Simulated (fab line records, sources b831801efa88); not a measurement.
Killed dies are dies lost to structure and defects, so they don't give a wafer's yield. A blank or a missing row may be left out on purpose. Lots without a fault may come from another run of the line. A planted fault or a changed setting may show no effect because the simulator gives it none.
Which tool did it? | flow sky130 | 11 lots, 33 wafers sampled, at 3 steps of a route of 708

WHAT THE GAUGES READ, wafer by wafer
SKY_SPACER_THK_MEAS_01.
lot  | measured     | on            | SPACER_CVD_00_THK (nm)
L685 | day 22 06:49 | film_metro-04 | 42.7 42.9 42.9
L686 | day 23 05:56 | film_metro-02 | 75.1 74.9 75.4 75.2 74.9 75.4
L687 | day 23 07:44 | film_metro-02 | 74.3 74.8 74.1 74.2 74.8 74.2
L688 | day 23 17:46 | film_metro-01 | 75.9 75.8 75.4 75.9 75.9 75.3
L695 | day 26 18:46 | film_metro-04 | 42.9 43.1 42.6
L702 | day 29 06:11 | film_metro-02 | 43.7 43.3 44.0
L700 | day 29 08:46 | film_metro-01 | 42.8 42.8 42.9
L704 | day 29 15:43 | film_metro-02 | 43.3 43.2 42.9
L705 | day 30 10:35 | film_metro-04 | 42.7 42.9 42.7
L708 | day 30 23:40 | film_metro-01 | 42.7 43.0 42.8
L707 | day 31 05:02 | film_metro-01 | 43.2 43.2 43.6

WHICH TOOL RAN EACH LOT (tool, then ch and the chambers of the sampled wafers, then the start)
lot  | SKY_LDD_N_STRIP_16                   | SKY_SPACER_CVD_00
L685 | plasma_asher-03 ch 1, day 17 01:22   | lpcvd-02 ch 0, day 22 05:00
L686 | plasma_asher-04 ch 1, day 18 02:10   | lpcvd-02 ch 0, day 23 04:07
L687 | plasma_asher-04 ch 0,1, day 18 03:46 | lpcvd-02 ch 0, day 23 05:56
L688 | plasma_asher-04 ch 0,1, day 18 12:58 | lpcvd-02 ch 0, day 23 15:56
L695 | plasma_asher-03 ch 0,1, day 21 17:04 | lpcvd-02 ch 1, day 26 17:32
L702 | plasma_asher-01 ch 0,1, day 24 09:19 | lpcvd-02 ch 1, day 29 04:59
L700 | plasma_asher-01 ch 0,1, day 24 10:31 | lpcvd-02 ch 1, day 29 07:33
L704 | plasma_asher-03 ch 0,1, day 24 19:50 | lpcvd-02 ch 0, day 29 14:29
L705 | plasma_asher-04 ch 0,1, day 25 12:16 | lpcvd-02 ch 1, day 30 09:23
L708 | plasma_asher-03 ch 0, day 26 04:07   | lpcvd-02 ch 1, day 30 22:26
L707 | plasma_asher-03 ch 0,1, day 26 08:52 | lpcvd-02 ch 1, day 31 03:14
- SKY_LDD_N_STRIP_16: strips in O2/N2.
- SKY_SPACER_CVD_00: deposits Si3N4 from DCS/NH3, target thk 43.1 nm, time 740 s.

THE ANSWER, worked out from the rows above alone
Rule: what is usual is taken from the lots themselves. Put in order of their means at a reading, lots are off if they are a third of the lots or fewer, leave a main group of 4 or more, and stand apart from it by a gap of 3 or more times the standard deviation of the main group's means; of several such gaps the widest counts. A main group whose means are all the same, to the digits that the tables above print for the reading, isn't used. A lot without any number at a reading at which 4 lots or more have one is off too. The other lots that the step has rows for count as sound.
Off: L686, L687, L688, at SKY_SPACER_THK_MEAS_01 (SPACER_CVD_00_THK). The main group: mean 43.0 nm, standard deviation 0.3.
A tool fits if, at a process step before that reading, it ran every lot that is off, and no sound lot after the first of them. The gauges at SKY_SPACER_THK_MEAS_01 are tried like those tools. None of those tried fits.

WHAT THE SIMULATOR HAD PUT IN
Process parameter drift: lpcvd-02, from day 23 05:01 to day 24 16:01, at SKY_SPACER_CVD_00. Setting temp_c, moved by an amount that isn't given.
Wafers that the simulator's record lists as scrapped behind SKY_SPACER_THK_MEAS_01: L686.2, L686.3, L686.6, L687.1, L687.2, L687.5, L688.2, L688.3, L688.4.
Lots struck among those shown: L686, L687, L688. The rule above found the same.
